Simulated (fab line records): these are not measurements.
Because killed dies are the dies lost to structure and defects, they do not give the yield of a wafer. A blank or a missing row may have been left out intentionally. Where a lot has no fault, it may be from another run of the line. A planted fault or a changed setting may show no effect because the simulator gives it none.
fab line records    flow gf180mcu
[record] lots = 6  wafers = 18  last_day = 34
route steps=602 shown STI@22 DNWELL@32 NWELL@42 LVPWELL@54 MVSD@77 MVPSD@89 VT_IMPLANT@100
lots that met no fault: from a run of the same line without faults
start_h: the number of hours between the record's first day and the start of the first shown wafer of the lot    wait_h: hours elapsed since this lot's preceding step    " the same as in the row above    L1.1+2: one row covering several wafers at once    - no value present, or no start provided    * or withheld: withheld    < > ~ a bound
route shown NAME@n: NAME is a module with steps in the file, n the number in the route of the first one    usual: mean and standard deviation over wafers with no fault    same: alike in all rows    chamber/n: place in a boat    sites: readings site by site    _std_site: how widely they spread, as a standard deviation    _edge_site: the outer-site mean with the inner-site mean subtracted    radius_mm: how far each site lies from the wafer's centre    mask NAME#n: copy n    behind: the tool/chamber that last shaped the wafer    hold: what put the lot on hold/how long, in hours/how the hold closed    device: transistor that didn't switch, given as n, p or np    end of line: at the end of the route, the tests of the same wafers    step lacking rows: just its recipe    killed: dies that structure and defects cost at the first sort, which is not the same as the wafer's yield    map: shows each die of a wafer: x if killed, . if not, _ if none is there
set.NAME: the setting as run; set.NAME@STEP: as run at that earlier step    model.NAME: the simulator's own value behind a step, which no gauge read
a table for each step, a row for each wafer; lots at some steps of the route
services: a tool's chamber out of use, with start hour (start_h, from the record's first day; less than 0 if before it), hours out, and reason
[[steps]]
[step GF_STI_OXIDATION_21]
[recipe] temp_c = 1000  ambient = O2  stabilise_s = 600  purge_s = 300  target_thk_a = 150  ox_time_s = 458
[step GF_STI_THK_MEAS_22]
[recipe] reads = SiO2_of_STI_OXIDATION_21
[usual] STI_OXIDATION_01_THK = 14.96/0.29
lot.wafer  tool           chamber  start_h  wait_h  STI_OXIDATION_01_THK[nm]
L630.2     film_metro-02  -        43.44    0.0     14.96
L630.3     "              -        "        "       15.21
L630.6     "              -        "        "       15.42
L639.1     film_metro-04  -        90.01    0.0     14.62
L639.4     "              -        "        "       15.12
L639.5     "              -        "        "       15.11
L640.3     film_metro-04  -        94.31    0.0     14.97
L640.4     "              -        "        "       14.90
L640.5     "              -        "        "       15.15
L642.3     film_metro-02  -        103.92   0.0     14.80
L642.5     "              -        "        "       14.74
L642.6     "              -        "        "       14.64
L645.1     film_metro-01  -        119.85   0.0     14.93
L645.3     "              -        "        "       15.07
L645.6     "              -        "        "       15.36
L650.2     film_metro-02  -        145.04   0.0     14.85
L650.3     "              -        "        "       15.01
L650.6     "              -        "        "       15.02
[step GF_STI_CVD_23]
[recipe] material = SiO2  target_thk_nm = 650  sigma_open_frac = 0.3  time_s = 108.3  temp_c = 600  sih4_flow_sccm = 60  pressure_mtorr = 6
[step GF_STI_THK_MEAS_24]
[recipe] reads = SiO2_of_STI_CVD_23
[usual] STI_CVD_23_THK = 646/6.3
lot.wafer  tool           chamber  start_h  wait_h  STI_CVD_23_THK[nm]
L630.2     film_metro-01  -        43.58    0.0     650
L630.3     "              -        "        "       649
L630.6     "              -        "        "       647
L639.1     film_metro-01  -        90.14    0.0     645
L639.4     "              -        "        "       652
L639.5     "              -        "        "       643
L640.3     film_metro-04  -        94.50    0.1     647
L640.4     "              -        "        "       645
L640.5     "              -        "        "       641
L642.3     film_metro-01  -        104.05   0.1     639
L642.5     "              -        "        "       642
L642.6     "              -        "        "       651
L645.1     film_metro-02  -        119.99   0.0     642
L645.3     "              -        "        "       648
L645.6     "              -        "        "       647
L650.2     film_metro-04  -        145.17   0.0     650
L650.3     "              -        "        "       656
L650.6     "              -        "        "       659
[step GF_STI_CMP_25]
[recipe] stop_on = Si3N4  t_overpolish_s = 33  down_force_psi = 4  platen_rpm = 60  target_thk_nm = 524.6  pad_velocity_m_s = 0.94248
[usual] motor_current_A = 12.0/0.51  overpolish_run_s = 32.999/0.0086  slurry_filter_dp_kPa = 13.51/0.15  time_to_endpoint_s = 124/3.9
lot.wafer  tool    chamber  start_h  wait_h  motor_current_A  overpolish_run_s  slurry_filter_dp_kPa  time_to_endpoint_s
L630.3     cmp-02  1        43.68    0.1     11.2             33.009            13.51                 126
L630.2     "       3        "        "       12.4             33.003            13.47                 120
L630.6     "       0        "        "       12.3             33.005            13.36                 123
L639.4     cmp-02  1        90.30    0.1     11.6             33.000            13.70                 129
L639.1     "       2        "        "       12.1             32.998            13.40                 126
L639.5     "       3        "        "       12.0             32.999            13.32                 120
L640.3     cmp-01  3        94.59    0.1     11.2             33.002            13.50                 123
L640.4     "       1        "        "       12.1             32.989            13.79                 123
L640.5     "       3        "        "       11.4             33.003            13.31                 123
L642.3     cmp-01  3        104.24   0.2     11.3             32.998            13.40                 117
L642.6     "       0        "        "       11.9             33.009            13.56                 132
L642.5     "       1        "        "       12.3             32.990            13.34                 122
L645.3     cmp-02  0        120.07   0.1     12.2             33.003            13.47                 125
L645.1     "       2        "        "       12.4             33.007            13.56                 126
L645.6     "       0        "        "       12.5             32.995            13.32                 123
L650.3     cmp-02  1        145.27   0.1     12.1             33.007            13.81                 130
L650.2     "       2        "        "       12.3             32.998            13.31                 127
L650.6     "       1        "        "       12.3             32.992            13.47                 126
[step GF_STI_WET_ETCH_26]
[recipe] chemistry = dHF  target_depth_nm = 94  target = SiO2  temp_c = 25  dilution = 10:1  time_s = 188
[step GF_STI_WET_ETCH_27]
[recipe] chemistry = H3PO4  target_depth_nm = 160  target = Si3N4  temp_c = 160  time_s = 1825
[step GF_STI_WET_ETCH_28]
[recipe] chemistry = dHF  target_depth_nm = 20  dry = ipa_marangoni  target = SiO2  temp_c = 25  dilution = 10:1  time_s = 40
[step GF_STI_OXIDATION_29]
[recipe] temp_c = 900  ambient = O2  stabilise_s = 600  purge_s = 300  target_thk_a = 100  ox_time_s = 1418
[step GF_STI_THK_MEAS_30]
[recipe] reads = SiO2_of_STI_OXIDATION_29
[usual] STI_OXIDATION_02_THK = 10.00/0.2
lot.wafer  tool           chamber  start_h  wait_h  STI_OXIDATION_02_THK[nm]
L630.2     film_metro-04  -        46.39    0.0     10.23
L630.3     "              -        "        "       10.14
L630.6     "              -        "        "       9.97
L639.1     film_metro-01  -        93.08    0.0     9.78
L639.4     "              -        "        "       9.73
L639.5     "              -        "        "       9.71
L640.3     film_metro-04  -        97.01    0.0     9.66
L640.4     "              -        "        "       9.77
L640.5     "              -        "        "       9.70
L642.3     film_metro-02  -        106.40   0.0     10.10
L642.5     "              -        "        "       10.10
L642.6     "              -        "        "       10.01
L645.1     film_metro-04  -        122.82   0.0     9.81
L645.3     "              -        "        "       9.74
L645.6     "              -        "        "       9.91
L650.2     film_metro-01  -        147.92   0.0     10.18
L650.3     "              -        "        "       10.04
L650.6     "              -        "        "       10.17
[step GF_DNWELL_DEHYDRATE_00]
[recipe] temp_c = 200  time_s = 60
[step GF_DNWELL_HMDS_01]
[recipe] prime_time_s = 60  prime_temp_c = 120
[step GF_DNWELL_COAT_02]
[recipe] spin_rpm = 2000  resist_thk_nm = 3000
[usual] chill_plate_temp_C = 23.01/0.11  dispense_pressure_kPa = 52/3.6
lot.wafer  tool            chamber  start_h  wait_h  chill_plate_temp_C  dispense_pressure_kPa
L630.2     litho_track-01  0        52.69    0.1     23.06               49
L630.3     "               0        "        "       23.05               49
L630.6     "               0        "        "       22.97               49
L639.1     litho_track-04  -        99.65    0.1     -                   -
L639.4     "               -        "        "       -                   -
L639.5     "               -        "        "       -                   -
L640.3     litho_track-02  -        103.78   0.1     -                   -
L640.4     "               -        "        "       -                   -
L640.5     "               -        "        "       -                   -
L642.3     litho_track-01  0        113.91   0.1     23.17               49
L642.5     "               0        "        "       23.22               49
L642.6     "               0        "        "       23.15               49
L645.1     litho_track-01  0        130.16   0.1     22.96               49
L645.3     "               0        "        "       22.96               49
L645.6     "               0        "        "       23.10               49
L650.2     litho_track-04  0        155.57   0.1     22.94               49
L650.3     "               0        "        "       22.87               49
L650.6     "               0        "        "       22.84               49
[step GF_DNWELL_SOFTBAKE_03]
[recipe] temp_c = 110  time_s = withheld
[step GF_DNWELL_EXPOSE_04]
[recipe] mask_id = DNWELL  target_cd_nm = 1700  na = 0.6  source_shape = conventional  sigma_outer = 0.6  dose_mj = 260
[step GF_DNWELL_PEB_05]
[recipe] temp_c = 115  time_s = withheld
[step GF_DNWELL_DEVELOP_06]
[recipe] wall_angle_deg = 90  develop_time_s = 60  dev_temp_c = 23
[step GF_DNWELL_IMPLANT_07]
[recipe] species = P  energy_kev = 1500  dose_cm2 = 1e+13  tilt_deg = 0
[step GF_DNWELL_STRIP_08]
[recipe] chemistry = O2/N2  power_w = 1400  pressure_mtorr = 1500  platen_temp_c = 250  o2_flow_sccm = 3000  n2_flow_sccm = 300  overash_fraction = 0.5
[usual] drypump_motor_current_A = 5.8/0.52  heater_power_w = 333/36  oes_product_au = 0.722/0.005  strip_time_to_endpoint_s = 36.92/0.088
[same] overash_fraction = 0.5
lot.wafer  tool             chamber  start_h  wait_h  drypump_motor_current_A  heater_power_w  oes_product_au  rf_hours_counter_h  strip_time_to_endpoint_s
L630.2     plasma_asher-02  0        59.36    0.1     6.0                      339             0.729           42                  36.78
L630.3     "                0        "        "       6.0                      333             0.726           -                   36.84
L630.6     "                1        "        "       5.9                      345             0.727           -                   36.95
L639.1     plasma_asher-03  0        107.00   0.1     5.4                      334             -               44                  -
L639.4     "                0        "        "       5.4                      335             -               -                   -
L639.5     "                0        "        "       5.4                      335             -               -                   -
L640.3     plasma_asher-01  0        111.68   0.1     5.1                      284             -               -                   -
L640.4     "                1        "        "       6.4                      370             -               -                   -
L640.5     "                1        "        "       6.4                      380             -               -                   -
L642.3     plasma_asher-03  0        121.46   0.1     5.4                      362             0.724           -                   36.82
L642.5     "                0        "        "       5.4                      346             0.717           -                   36.81
L642.6     "                1        "        "       5.7                      336             0.721           -                   36.88
L645.1     plasma_asher-02  0        138.33   0.1     6.0                      354             0.722           51                  36.80
L645.3     "                0        "        "       6.1                      331             0.722           -                   36.77
L645.6     "                1        "        "       5.9                      337             0.725           -                   36.82
L650.2     plasma_asher-01  1        163.81   0.1     6.4                      380             0.727           51                  36.93
L650.3     "                1        "        "       6.4                      376             0.719           -                   36.91
L650.6     "                0        "        "       5.1                      283             0.716           -                   36.88
[step GF_DNWELL_TW_MEAS_09]
[usual] DNWELL_TW = 1345/7.6
lot.wafer  tool           chamber  start_h  wait_h  DNWELL_TW
L630.2     film_metro-04  -        59.47    0.1     1342
L630.3     "              -        "        "       1337
L630.6     "              -        "        "       1334
L639.1     film_metro-01  -        107.10   0.1     1354
L639.4     "              -        "        "       1354
L639.5     "              -        "        "       1360
L640.3     film_metro-03  -        111.77   0.1     1338
L640.4     "              -        "        "       1334
L640.5     "              -        "        "       1331
L642.3     film_metro-04  -        121.55   0.1     1351
L642.5     "              -        "        "       1356
L642.6     "              -        "        "       1352
L645.1     film_metro-01  -        138.43   0.1     1342
L645.3     "              -        "        "       1347
L645.6     "              -        "        "       1344
L650.2     film_metro-03  -        163.92   0.1     1343
L650.3     "              -        "        "       1342
L650.6     "              -        "        "       1340
[step GF_NWELL_DEHYDRATE_00]
[recipe] temp_c = 200  time_s = 60
[step GF_NWELL_HMDS_01]
[recipe] prime_time_s = 60  prime_temp_c = 120
[step GF_NWELL_COAT_02]
[recipe] spin_rpm = 2000  resist_thk_nm = 3000
[step GF_NWELL_SOFTBAKE_03]
[recipe] temp_c = 110  time_s = withheld
[step GF_NWELL_EXPOSE_04]
[recipe] mask_id = Nwell  target_cd_nm = 860  na = 0.6  source_shape = conventional  sigma_outer = 0.6  dose_mj = 260
[step GF_NWELL_PEB_05]
[recipe] temp_c = 115  time_s = withheld
[step GF_NWELL_DEVELOP_06]
[recipe] wall_angle_deg = 90  develop_time_s = 60  dev_temp_c = 23
[step GF_NWELL_OVL_MEAS_07]
[usual] NWELL_OVL = -0.8/1.5
lot.wafer  tool        chamber  start_h  wait_h  NWELL_OVL[nm]
L630.2     overlay-01  -        72.40    -       -1.6
L630.3     "           -        "        "       -0.3
L630.6     "           -        "        "       -0.6
L639.1     overlay-01  -        122.15   -       -2.5
L639.4     "           -        "        "       -2.5
L639.5     "           -        "        "       -2.1
L640.3     overlay-01  -        126.31   -       -0.3
L640.4     "           -        "        "       0.4
L640.5     "           -        "        "       0.5
L642.3     overlay-01  -        136.78   -       -1.2
L642.5     "           -        "        "       -0.6
L642.6     "           -        "        "       -1.2
L645.1     overlay-01  -        153.88   -       -0.1
L645.3     "           -        "        "       -1.4
L645.6     "           -        "        "       0.0
L650.2     overlay-02  -        179.00   -       0.3
L650.3     "           -        "        "       0.5
L650.6     "           -        "        "       -1.0
[step GF_NWELL_IMPLANT_08]
[recipe] species = P  energy_kev = 450  dose_cm2 = 1.5e+13  tilt_deg = 0
[step GF_NWELL_IMPLANT_09]
[recipe] species = P  energy_kev = 160  dose_cm2 = 4e+12  tilt_deg = 0
[step GF_NWELL_STRIP_10]
[recipe] chemistry = O2/N2  power_w = 1400  pressure_mtorr = 1500  platen_temp_c = 250  o2_flow_sccm = 3000  n2_flow_sccm = 300  overash_fraction = 0.5
[usual] drypump_motor_current_A = 5.71/0.28  heater_power_w = 339/13  oes_product_au = 0.723/0.0048  strip_time_to_endpoint_s = 36.91/0.091
[same] overash_fraction = 0.5
lot.wafer  tool             chamber  start_h  wait_h  drypump_motor_current_A  heater_power_w  oes_product_au  rf_hours_counter_h  strip_time_to_endpoint_s
L630.2     plasma_asher-02  1        72.73    0.1     5.96                     332             0.726           43                  36.98
L630.3     "                1        "        "       5.95                     335             0.727           -                   36.96
L630.6     "                0        "        "       6.07                     348             0.710           -                   36.99
L639.1     plasma_asher-04  1        122.48   0.1     5.45                     334             0.730           32                  36.96
L639.4     "                1        "        "       5.47                     325             0.717           -                   36.93
L639.5     "                0        "        "       5.40                     363             0.720           -                   36.85
L640.3     plasma_asher-03  0        126.67   0.1     5.39                     359             0.727           -                   36.98
L640.4     "                1        "        "       5.73                     336             0.719           -                   36.97
L640.5     "                1        "        "       5.70                     339             0.717           -                   36.99
L642.3     plasma_asher-02  1        137.14   0.1     5.95                     329             0.730           -                   36.91
L642.5     "                0        "        "       6.04                     337             0.724           -                   36.87
L642.6     "                1        "        "       5.94                     329             0.716           -                   36.93
L645.1     plasma_asher-04  1        154.22   0.1     5.47                     330             0.727           35                  36.97
L645.3     "                1        "        "       5.46                     322             0.718           -                   36.80
L645.6     "                0        "        "       5.39                     356             0.723           -                   36.85
L650.2     plasma_asher-04  0        179.33   0.1     5.38                     365             0.716           38                  36.83
L650.3     "                0        "        "       5.39                     358             0.719           -                   36.90
L650.6     "                1        "        "       5.45                     318             0.722           -                   36.86
[step GF_NWELL_TW_MEAS_11]
[usual] NWELL_TW = 1569/9.4
lot.wafer  tool           chamber  start_h  wait_h  NWELL_TW
L630.2     film_metro-03  -        72.84    0.1     1568
L630.3     "              -        "        "       1569
L630.6     "              -        "        "       1577
L639.1     film_metro-03  -        122.58   0.1     1816
L639.4     "              -        "        "       1842
L639.5     "              -        "        "       1818
L640.3     film_metro-04  -        126.75   0.1     1832
L640.4     "              -        "        "       1830
L640.5     "              -        "        "       1828
L642.3     film_metro-04  -        137.23   0.1     1561
L642.5     "              -        "        "       1565
L642.6     "              -        "        "       1563
L645.1     film_metro-03  -        154.32   0.1     1569
L645.3     "              -        "        "       1566
L645.6     "              -        "        "       1569
L650.2     film_metro-04  -        179.44   0.1     1570
L650.3     "              -        "        "       1559
L650.6     "              -        "        "       1563
[step GF_LVPWELL_DEHYDRATE_00]
[recipe] temp_c = 200  time_s = 60
[step GF_LVPWELL_HMDS_01]
[recipe] prime_time_s = 60  prime_temp_c = 120
[step GF_LVPWELL_COAT_02]
[recipe] spin_rpm = 2000  resist_thk_nm = 3000
[step GF_LVPWELL_SOFTBAKE_03]
[recipe] temp_c = 110  time_s = withheld
[step GF_LVPWELL_EXPOSE_04]
[recipe] mask_id = LVPWELL  target_cd_nm = 600  na = 0.6  source_shape = conventional  sigma_outer = 0.6  dose_mj = 260
[step GF_LVPWELL_PEB_05]
[recipe] temp_c = 115  time_s = withheld
[step GF_LVPWELL_DEVELOP_06]
[recipe] wall_angle_deg = 90  develop_time_s = 60  dev_temp_c = 23
[step GF_LVPWELL_OVL_MEAS_07]
[usual] LVPWELL_OVL = -0.3/1.2
lot.wafer  tool        chamber  start_h  wait_h  LVPWELL_OVL[nm]
L630.2     overlay-01  -        85.87    -       -0.6
L630.3     "           -        "        "       0.9
L630.6     "           -        "        "       0.1
L639.1     overlay-02  -        137.85   -       0.3
L639.4     "           -        "        "       -0.3
L639.5     "           -        "        "       -1.1
L640.3     overlay-02  -        141.58   -       1.8
L640.4     "           -        "        "       1.6
L640.5     "           -        "        "       0.6
L642.3     overlay-01  -        153.16   -       -0.6
L642.5     "           -        "        "       -0.6
L642.6     "           -        "        "       -2.6
L645.1     overlay-02  -        169.71   -       -1.8
L645.3     "           -        "        "       -2.2
L645.6     "           -        "        "       -2.4
L650.2     overlay-01  -        196.72   -       -0.1
L650.3     "           -        "        "       0.3
L650.6     "           -        "        "       1.0
[step GF_LVPWELL_IMPLANT_08]
[recipe] species = B  energy_kev = 170  dose_cm2 = 1.5e+13  tilt_deg = 0
[step GF_LVPWELL_IMPLANT_09]
[recipe] species = B  energy_kev = 60  dose_cm2 = 5e+12  tilt_deg = 0
[step GF_LVPWELL_TW_MEAS_11]
[usual] LVPWELL_TW = 558/3.4
lot.wafer  tool           chamber  start_h  wait_h  LVPWELL_TW
L630.2     film_metro-02  -        86.31    0.1     564
L630.3     "              -        "        "       562
L630.6     "              -        "        "       562
L639.1     film_metro-02  -        138.28   0.1     1386
L639.4     "              -        "        "       1382
L639.5     "              -        "        "       1391
L640.3     film_metro-02  -        142.03   0.1     1383
L640.4     "              -        "        "       1381
L640.5     "              -        "        "       1381
L642.3     film_metro-04  -        153.60   0.1     559
L642.5     "              -        "        "       556
L642.6     "              -        "        "       554
L645.1     film_metro-04  -        170.15   0.1     562
L645.3     "              -        "        "       556
L645.6     "              -        "        "       558
L650.2     film_metro-02  -        197.16   0.1     555
L650.3     "              -        "        "       560
L650.6     "              -        "        "       556
[step GF_MVSD_TW_MEAS_11]
[usual] MVSD_TW = 1576/10
lot.wafer  tool           chamber  start_h  wait_h  MVSD_TW
L630.2     film_metro-02  -        100.48   0.1     1590
L630.3     "              -        "        "       1582
L630.6     "              -        "        "       1590
L639.1     film_metro-04  -        154.35   0.1     1831
L639.4     "              -        "        "       1839
L639.5     "              -        "        "       1836
L640.3     film_metro-04  -        158.48   0.1     1830
L640.4     "              -        "        "       1846
L640.5     "              -        "        "       1832
L642.3     film_metro-03  -        169.43   0.1     1573
L642.5     "              -        "        "       1567
L642.6     "              -        "        "       1570
L645.1     film_metro-03  -        186.75   0.1     1567
L645.3     "              -        "        "       1573
L645.6     "              -        "        "       1561
L650.2     film_metro-03  -        214.88   0.1     1577
L650.3     "              -        "        "       1576
L650.6     "              -        "        "       1581
[step GF_MVPSD_TW_MEAS_11]
[usual] MVPSD_TW = 552.2/2.9
lot.wafer  tool           chamber  start_h  wait_h  MVPSD_TW
L630.2     film_metro-03  -        115.23   0.1     546.8
L630.3     "              -        "        "       549.4
L630.6     "              -        "        "       548.9
L639.1     film_metro-03  -        170.50   0.1     1365.0
L639.4     "              -        "        "       1371.2
L639.5     "              -        "        "       1370.3
L640.3     film_metro-02  -        174.35   0.1     1384.1
L640.4     "              -        "        "       1381.6
L640.5     "              -        "        "       1382.0
L642.3     film_metro-02  -        186.07   0.1     556.6
L642.5     "              -        "        "       553.0
L642.6     "              -        "        "       554.4
L645.1     film_metro-03  -        204.23   0.1     551.7
L645.3     "              -        "        "       548.8
L645.6     "              -        "        "       551.2
L650.2     film_metro-02  -        233.03   0.1     550.6
L650.3     "              -        "        "       552.4
L650.6     "              -        "        "       553.3
[step GF_VT_IMPLANT_TW_MEAS_10]
[usual] VT_IMPLANT_TW = 564/3.4
lot.wafer  tool           chamber  start_h  wait_h  VT_IMPLANT_TW
L630.2     film_metro-02  -        130.84   0.1     570
L630.3     "              -        "        "       569
L630.6     "              -        "        "       568
L639.1     film_metro-01  -        186.43   0.1     1384
L639.4     "              -        "        "       1391
L639.5     "              -        "        "       1384
L640.3     film_metro-03  -        191.09   0.1     1369
L640.4     "              -        "        "       1367
L640.5     "              -        "        "       1370
L642.3     film_metro-01  -        203.63   0.1     569
L642.5     "              -        "        "       564
L642.6     "              -        "        "       567
L645.1     film_metro-02  -        221.37   0.1     561
L645.3     "              -        "        "       561
L645.6     "              -        "        "       561
L650.2     film_metro-02  -        251.32   0.1     564
L650.3     "              -        "        "       561
L650.6     "              -        "        "       558
[step GF_VT_IMPLANT_TW_MEAS_21]
[usual] VT_IMPLANT_2_TW = 1217/7.5
lot.wafer  tool           chamber  start_h  wait_h  VT_IMPLANT_2_TW
L630.2     film_metro-01  -        146.68   0.1     1225
L630.3     "              -        "        "       1232
L630.6     "              -        "        "       1223
L639.1     film_metro-02  -        203.87   0.1     1604
L639.4     "              -        "        "       1606
L639.5     "              -        "        "       1604
L640.3     film_metro-01  -        208.70   0.1     1622
L640.4     "              -        "        "       1611
L640.5     "              -        "        "       1608
L642.3     film_metro-01  -        221.11   0.1     1219
L642.5     "              -        "        "       1211
L642.6     "              -        "        "       1224
L645.1     film_metro-02  -        239.13   0.1     1214
L645.3     "              -        "        "       1213
L645.6     "              -        "        "       1217
L650.2     film_metro-01  -        270.17   0.1     1213
L650.3     "              -        "        "       1222
L650.6     "              -        "        "       1211
[step GF_VT_IMPLANT_TW_MEAS_32]
[usual] VT_IMPLANT_3_TW = 268.4/1.6
lot.wafer  tool           chamber  start_h  wait_h  VT_IMPLANT_3_TW
L630.2     film_metro-02  -        162.52   0.1     270.8
L630.3     "              -        "        "       270.4
L630.6     "              -        "        "       270.3
L639.1     film_metro-02  -        221.24   0.1     1342.5
L639.4     "              -        "        "       1357.3
L639.5     "              -        "        "       1346.2
L640.3     film_metro-02  -        226.29   0.1     1352.0
L640.4     "              -        "        "       1347.7
L640.5     "              -        "        "       1346.4
L642.3     film_metro-01  -        238.80   0.1     271.8
L642.5     "              -        "        "       270.0
L642.6     "              -        "        "       268.9
L645.1     film_metro-02  -        258.38   0.1     268.0
L645.3     "              -        "        "       268.5
L645.6     "              -        "        "       268.8
L650.2     film_metro-02  -        289.17   0.1     270.5
L650.3     "              -        "        "       268.9
L650.6     "              -        "        "       268.9
[[services]]
tool             chamber  start_h  hours  kind
plasma_asher-02  -        26.55    0.6    repair
cmp-01           -        41.82    0.8    repair
plasma_asher-03  -        59.76    3.7    repair
cmp-02           -        64.07    4.0    pm
cmp-02           -        68.07    -      consumable_replace:conditioner
cmp-02           -        68.07    -      consumable_replace:pad
cmp-02           -        86.71    2.1    repair
cmp-02           -        88.61    1.1    repair
plasma_asher-03  -        108.82   9.0    pm
plasma_asher-03  0        108.82   9.0    vent_cycle
plasma_asher-03  1        108.82   9.0    vent_cycle
cmp-02           -        111.32   0.4    repair
plasma_asher-04  -        117.52   2.2    repair
plasma_asher-03  0        117.82   -      clean
plasma_asher-03  1        117.82   -      clean
cmp-02           -        147.61   0.4    repair
cmp-02           -        158.88   1.7    repair
cmp-02           -        165.94   0.7    repair
plasma_asher-04  -        173.35   1.7    repair
cmp-01           -        177.98   0.5    repair
cmp-02           -        179.32   0.8    repair
[[key]]
[first_sign] step = GF_DNWELL_COAT_02  reading = tool_record  direction = missing
[effect] step = GF_NWELL_TW_MEAS_11  reading = NWELL_TW  direction = up  sigmas = 27  usual = 1569  struck = 1828
[effect] step = GF_LVPWELL_TW_MEAS_11  reading = LVPWELL_TW  direction = up  sigmas = 99+  usual = 558  struck = 1384
[effect] step = GF_MVSD_TW_MEAS_11  reading = MVSD_TW  direction = up  sigmas = 26  usual = 1576  struck = 1836
[effect] step = GF_MVPSD_TW_MEAS_11  reading = MVPSD_TW  direction = up  sigmas = 99+  usual = 552.2  struck = 1375.7
[effect] step = GF_VT_IMPLANT_TW_MEAS_10  reading = VT_IMPLANT_TW  direction = up  sigmas = 99+  usual = 564  struck = 1378
[effect] step = GF_VT_IMPLANT_TW_MEAS_21  reading = VT_IMPLANT_2_TW  direction = up  sigmas = 52  usual = 1217  struck = 1609
[effect] step = GF_VT_IMPLANT_TW_MEAS_32  reading = VT_IMPLANT_3_TW  direction = up  sigmas = 99+  usual = 268.4  struck = 1348.7
met_at GF_DNWELL_COAT_02
struck_wafers L639.1,L639.4,L639.5,L640.3,L640.4,L640.5
sort_left_out L639.1,L639.4,L639.5,L640.3,L640.4,L640.5
tester_left_out L639,L640
[fault] kind = skipped_step_whole  tool = litho_track-02,litho_track-04  chamber = -  onset_h = 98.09  steps = GF_DNWELL_COAT_02  scope = struck_lots_only
// tester_left_out: of these lots the tester's yield and bins aren't shown, on N5 and GAA mostly nor the transistor test; their killed dies are dies lost to structure and defects alone, not to doping, threshold or leakage, so they don't give the yield
// sort_left_out: the simulated sort isn't trusted on such a fault, so these wafers' sort isn't shown, and their yield isn't known
